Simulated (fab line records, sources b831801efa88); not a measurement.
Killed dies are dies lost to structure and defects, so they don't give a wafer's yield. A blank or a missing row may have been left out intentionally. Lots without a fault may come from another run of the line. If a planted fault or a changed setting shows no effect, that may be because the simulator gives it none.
The tool behind it: which one?	flow gf180mcu	24 lots, 72 wafers sampled, at 3 steps of a route of 602

== WHAT THE GAUGES SHOWED, per wafer ==
GF_M2_RS_MEAS_05: measures by four-point-probe.
lot	measured	on	M2_ALCU_RS (ohm/sq)
L074	day 18 09:10	filmMetro-04	0.0701 0.0698 0.0693
L075	day 18 21:34	filmMetro-03	0.0707 0.0692 0.0691
L076	day 19 15:56	filmMetro-01	0.0681 0.0688 0.0674
L077	day 20 06:34	filmMetro-01	0.0691 0.0694 0.0689
L078	day 20 07:32	filmMetro-04	0.0698 0.0702 0.0699
L079	day 20 10:47	filmMetro-04	0.0693 0.0693 0.0693
L080	day 21 05:20	filmMetro-04	0.0688 0.0697 0.0691
L081	day 21 12:16	filmMetro-01	0.0694 0.0690 0.0711
L082	day 21 21:59	filmMetro-01	0.0686 0.0681 0.0682
L083	day 22 06:34	filmMetro-01	0.0696 0.0699 0.0695
L084	day 22 13:41	filmMetro-01	0.0707 0.0697 0.0697
L085	day 22 20:58	filmMetro-03	0.0702 0.0705 0.0702
L086	day 23 05:55	filmMetro-04	0.0691 0.0691 0.0690
L087	day 23 09:49	filmMetro-03	0.0715 0.0702 0.0715
L088	day 23 15:58	filmMetro-04	0.0697 0.0699 0.0705
L089	day 24 04:55	filmMetro-03	0.0700 0.0705 0.0693
L090	day 24 09:43	filmMetro-04	0.0698 0.0688 0.0685
L091	day 24 19:04	filmMetro-03	0.0699 0.0695 0.0703
L092	day 25 03:10	filmMetro-01	0.0700 0.0705 0.0720
L093	day 25 06:31	filmMetro-04	0.0699 0.0693 0.0698
L094	day 25 18:10	filmMetro-04	0.0707 0.0704 0.0713
L095	day 26 00:55	filmMetro-01	0.0704 0.0699 0.0700
L096	day 26 12:38	filmMetro-03	0.0703 0.0695 0.0708
L097	day 26 22:41	filmMetro-03	0.0689 0.0687 0.0687

GF_V2_BOW_MEAS_05.
lot	measured	on	V2_BOW (um)
L074	day 19 10:58	filmMetro-04	96 91 99
L075	day 20 00:19	filmMetro-03	91 91 89
L076	day 20 18:20	filmMetro-04	97 112 100
L077	day 21 08:15	filmMetro-04	95 88 103
L078	day 21 09:07	filmMetro-03	92 83 85
L079	day 21 12:22	filmMetro-04	106 105 100
L080	day 22 07:14	filmMetro-03	93 105 100
L081	day 22 13:46	filmMetro-02	97 104 102
L082	day 22 22:34	filmMetro-02	91 88 94
L083	day 23 06:56	filmMetro-02	100 91 92
L084	day 23 14:17	filmMetro-02	93 101 94
L085	day 23 21:05	filmMetro-02	103 98 96
L086	day 24 06:01	filmMetro-03	102 116 99
L087	day 24 10:01	filmMetro-02	95 83 90
L088	day 24 16:04	filmMetro-03	93 108 91
L089	day 25 04:23	filmMetro-04	104 92 101
L090	day 25 08:53	filmMetro-04	94 101 85
L091	day 25 17:35	filmMetro-03	98 84 88
L092	day 26 02:13	filmMetro-02	103 103 102
L093	day 26 05:28	filmMetro-03	95 99 94
L094	day 26 16:41	filmMetro-02	99 95 105
L095	day 26 23:39	filmMetro-03	98 111 98
L096	day 27 11:59	filmMetro-03	107 97 112
L097	day 27 20:32	filmMetro-02	100 92 90

== EACH LOT AND THE TOOL THAT RAN IT (in order: tool; ch and the chambers of the sampled wafers; start) ==
lot	GF_V1_CMP_04
L074	cmp-02 ch 0,1,3, day 17 07:03
L075	cmp-01 ch 0,1,2, day 17 19:10
L076	cmp-01 ch 0,1,2, day 18 13:01
L077	cmp-01 ch 0,1,3, day 19 03:41
L078	cmp-01 ch 0,3, day 19 05:07
L079	cmp-01 ch 0,1, day 19 07:58
L080	cmp-01 ch 0,1, day 20 02:46
L081	cmp-02 ch 0,2,3, day 20 10:32
L082	cmp-01 ch 1,2,3, day 20 19:38
L083	cmp-02 ch 0,1,3, day 21 04:14
L084	cmp-01 ch 0,1,3, day 21 11:23
L085	cmp-02 ch 0,1,2, day 21 19:19
L086	cmp-02 ch 0,1,3, day 22 04:46
L087	cmp-01 ch 0,1,2, day 22 08:53
L088	cmp-01 ch 1,2,3, day 22 14:08
L089	cmp-01 ch 1,2,3, day 23 03:44
L090	cmp-01 ch 0,1,2, day 23 08:55
L091	cmp-02 ch 0,1,2, day 23 18:10
L092	cmp-02 ch 0,1,2, day 24 03:10
L093	cmp-02 ch 1,3, day 24 06:13
L094	cmp-01 ch 0,2,3, day 24 18:43
L095	cmp-01 ch 2,3, day 25 01:46
L096	cmp-01 ch 0,1,2, day 25 12:52
L097	cmp-01 ch 2,3, day 25 23:35
- GF_V1_CMP_04: polishes SiO2.

== WHAT THE TOOLS THEMSELVES READ (means of the sampled wafers that have a number; where no wafer has one, the mark that the record gives instead) ==
GF_V1_CMP_04.
lot	tool	headPressurePsi (psi)	motorCurrentA (A)	retainingRingPressureFrac	timeToEndpointS (s)
L074	cmp-02	3.991	11.7	1.001	77
L075	cmp-01	4.002	11.0	0.999	81
L076	cmp-01	4.005	10.9	0.999	74
L077	cmp-01	4.001	10.6	0.991	83
L078	cmp-01	4.007	11.3	1.005	74
L079	cmp-01	3.995	11.0	0.997	82
L080	cmp-01	4.003	11.1	1.005	74
L081	cmp-02	4.003	11.2	1.002	77
L082	cmp-01	3.995	10.6	1.001	78
L083	cmp-02	4.000	11.7	1.001	77
L084	cmp-01	3.996	11.0	0.998	74
L085	cmp-02	4.003	12.3	1.000	85
L086	cmp-02	3.998	11.7	1.002	83
L087	cmp-01	4.009	11.1	1.000	83
L088	cmp-01	4.011	10.7	0.995	78
L089	cmp-01	3.998	10.9	0.999	77
L090	cmp-01	3.991	10.7	0.997	76
L091	cmp-02	3.998	12.6	0.996	72
L092	cmp-02	3.988	11.6	1.001	84
L093	cmp-02	4.004	10.8	1.004	81
L094	cmp-01	3.993	11.3	0.996	77
L095	cmp-01	3.993	11.6	1.002	74
L096	cmp-01	4.001	10.7	1.001	77
L097	cmp-01	4.001	11.2	0.997	87

== THE ANSWER, worked out from the rows above alone ==
Rule: the usual values come from the lots themselves. The widest of any qualifying gaps counts: lots, ordered by their means at a reading, are off when they make up no more than a third of the lots, leave a main group of 4 or more, and stand apart from it by 3 or more times the standard deviation of that group's means. Not used: any main group whose means are identical at the precision the tables above print for the reading. Also off: a lot with no number at a reading for which 4 or more lots have one. Where the step has rows for the other lots, those lots are counted as sound. After the gauges, taken in route order, come the tools' own readings; for these a lot's mean is taken, as printed above. At the first step where some lot is off, the reading lying furthest off is the one used; lots without a number count as furthest.
None of the lots is off at any reading shown; this tells nothing.

== WHAT THE SIMULATOR HAD PUT IN ==
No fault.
